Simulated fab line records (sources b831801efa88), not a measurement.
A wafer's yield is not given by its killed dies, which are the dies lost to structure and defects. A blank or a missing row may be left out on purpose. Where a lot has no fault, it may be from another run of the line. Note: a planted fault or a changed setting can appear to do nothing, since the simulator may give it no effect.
Which of the tools did it?	flow sky130	42 wafers sampled from 14 lots at 1 step of a route of 708

## WHAT THE GAUGES READ, wafer by wafer
SKY_CAPM_OVL_MEAS_12.
lot	measured	on	CAPM_OVL (nm)
L241	day 37 02:01	overlay-02	-0.5 -0.9 1.2
L242	day 37 11:28	overlay-02	0.7 1.6 0.2
L244	day 38 01:01	overlay-01	2.2 0.3 1.0
L246	day 40 02:24	overlay-02	-1.2 1.3 1.1
L247	day 40 02:42	overlay-01	-0.4 -2.2 -0.7
L248	day 40 03:21	overlay-01	-3.3 -0.3 -0.5
L249	day 40 05:09	overlay-02	1.0 0.8 -1.0
L253	day 40 23:54	overlay-01	-3.3 -1.6 -0.7
L252	day 41 06:28	overlay-02	0.9 2.7 0.9
L254	day 41 06:58	overlay-01	-1.4 -0.8 0.8
L259	day 43 07:58	overlay-01	2.3 0.6 -2.3
L260	day 43 15:19	overlay-01	-2.6 -1.5 -2.7
L261	day 43 19:22	overlay-01	-0.5 -3.1 -1.9
L262	day 44 06:43	overlay-01	-1.5 -1.9 -1.7

## EACH LOT AND THE TOOL THAT RAN IT (in order: tool; ch and the chambers of the sampled wafers; start)
There is no process step in the record ahead of these readings.

## WHAT THE TOOLS THEMSELVES READ (means of the sampled wafers that have a number; where no wafer has one, the mark that the record gives instead)
The record holds no such reading with a usual standard deviation.

## THE ANSWER, worked out from the rows above alone
Rule: the lots themselves supply what counts as usual. The widest of any qualifying gaps counts: lots, ordered by their means at a reading, are off when they make up no more than a third of the lots, leave a main group of 4 or more, and stand apart from it by 3 or more times the standard deviation of that group's means. A main group is skipped when, at the precision printed for the reading in the tables above, its means are all equal. A lot without any number at a reading at which 4 lots or more have one is off too. The other lots that the step has rows for count as sound. Order of review: gauges by route order, followed by the tools' own readings, for which a lot's mean as printed above is used. At the first step where some lot is off, the reading lying furthest off is the one used; lots without a number count as furthest.
No lot is off at any reading shown: from this, nothing can be told.

## WHAT HAD BEEN PUT IN BY THE SIMULATOR
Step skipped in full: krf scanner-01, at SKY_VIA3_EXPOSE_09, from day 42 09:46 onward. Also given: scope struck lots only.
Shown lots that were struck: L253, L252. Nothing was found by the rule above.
